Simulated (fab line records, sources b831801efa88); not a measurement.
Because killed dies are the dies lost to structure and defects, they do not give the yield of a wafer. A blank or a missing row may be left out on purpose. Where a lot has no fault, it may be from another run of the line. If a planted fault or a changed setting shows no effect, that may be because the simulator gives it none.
A lot that was struck, set against a sound lot    flow sky130    16 steps out of a route of 708
Sound: these wafers, L875.3, L875.5, L875.6. Wafers L883.1, L883.2, L883.5 were the ones struck. At the end, the cause is stated.
At each step with rows: each side's tool, then ch and its chambers, then its first start. Under that, the readings that differ: sound wafers    struck wafers    difference of the means    sigmas: that difference in standard deviations of wafers without a fault.
alike: words and numbers the same on both sides, and readings whose means are apart by under 2 such deviations; not compared: readings that were withheld, readings missing a value for some wafer, numbers with overlapping values and no deviation given by the record, and bounds like >300 which may hide the same value.
Wherever a step has rows on one side only, a row that says differs or no value, or a row with sigmas, the two part there. Non-overlapping numbers with no deviation appear without sigmas and do not part them. Lack of a reading on every wafer of one side parts them only where that side has two or more wafers.

SKY_LDD_P_OVL_MEAS_08:
  sound on overlay-01 at day 20 03:43; struck on overlay-01 at day 23 10:09
  alike: LDD_P_OVL
after that, 1 step had no rows for these wafers: SKY_LDD_P_IMPLANT_09.
SKY_LDD_P_STRIP_10: strips in O2/N2.
  sound on plasmaAsher-01 ch 0,1, day 20 03:55; struck on plasmaAsher-01 ch 0,1, day 23 10:20
  alike: drypumpMotorCurrentA, oesProductAu, stripTimeToEndpointS
  not compared: rfHoursCounterH
SKY_LDD_P_TW_MEAS_11:
  sound on filmMetro-04 at day 20 04:00; struck on filmMetro-04 at day 23 10:26
  alike: LDD_P_TW
then, 7 steps without rows for these wafers: SKY_LDD_HVN_DEHYDRATE_00 (time 60 s); SKY_LDD_HVN_HMDS_01 (prime time 60 s); SKY_LDD_HVN_COAT_02 (resist thk 300 nm); SKY_LDD_HVN_SOFTBAKE_03 (time 60 s); SKY_LDD_HVN_EXPOSE_04 (exposes mask HVNTM, target cd 700 nm); SKY_LDD_HVN_PEB_05; SKY_LDD_HVN_DEVELOP_06 (develop time 60 s).
SKY_LDD_HVN_OVL_MEAS_07:
  sound on overlay-02 at day 21 09:35; struck on overlay-02 at day 24 17:17
  alike: LDD_HVN_OVL
SKY_LDD_HVN_IMPLANT_08:
  sound on implanter-03 ch 0, day 21 09:40; struck on implanter-04 ch 0, day 24 17:19
reading                        sound                    struck                            difference   sigmas
doseIonsCm2                    3e+13 3.002e+13 3e+13    2.3864e+14 2.3868e+14 2.3864e+14  +2.0865e+14  +99 or more
endStationPressureTorr (Torr)  4.8e-06 5.8e-06 5.1e-06  6.4e-06 6.7e-06 5.4e-06           +9.3e-07     +3
faradayCurrentUA               167 171 163              1324 1350 1357                    +1177        +99 or more
SKY_LDD_HVN_STRIP_09: strips in O2/N2.
  sound on plasmaAsher-04 ch 0,1, day 21 09:47; struck on plasmaAsher-03 ch 0,1, day 24 17:28
  alike: drypumpMotorCurrentA, oesProductAu, stripTimeToEndpointS
  not compared: rfHoursCounterH
SKY_LDD_HVN_TW_MEAS_10:
  sound on filmMetro-04 at day 21 09:53; struck on filmMetro-04 at day 24 17:48
reading     sound           struck          difference  sigmas
LDD_HVN_TW  1441 1430 1446  2745 2721 2726  +1292       +99 or more
  not compared: hold
SKY_PAD_OPEN_PROBE_99:
  the record holds rows for the sound wafers here (prober-02, day 46 18:17) but none for the struck ones

## WHERE THEY PART
First at SKY_LDD_HVN_IMPLANT_08; last, within this record, at SKY_PAD_OPEN_PROBE_99.

WHY: what had been put in by the simulator
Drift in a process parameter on implanter-04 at SKY_LDD_HVN_IMPLANT_08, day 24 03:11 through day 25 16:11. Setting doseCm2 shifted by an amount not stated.
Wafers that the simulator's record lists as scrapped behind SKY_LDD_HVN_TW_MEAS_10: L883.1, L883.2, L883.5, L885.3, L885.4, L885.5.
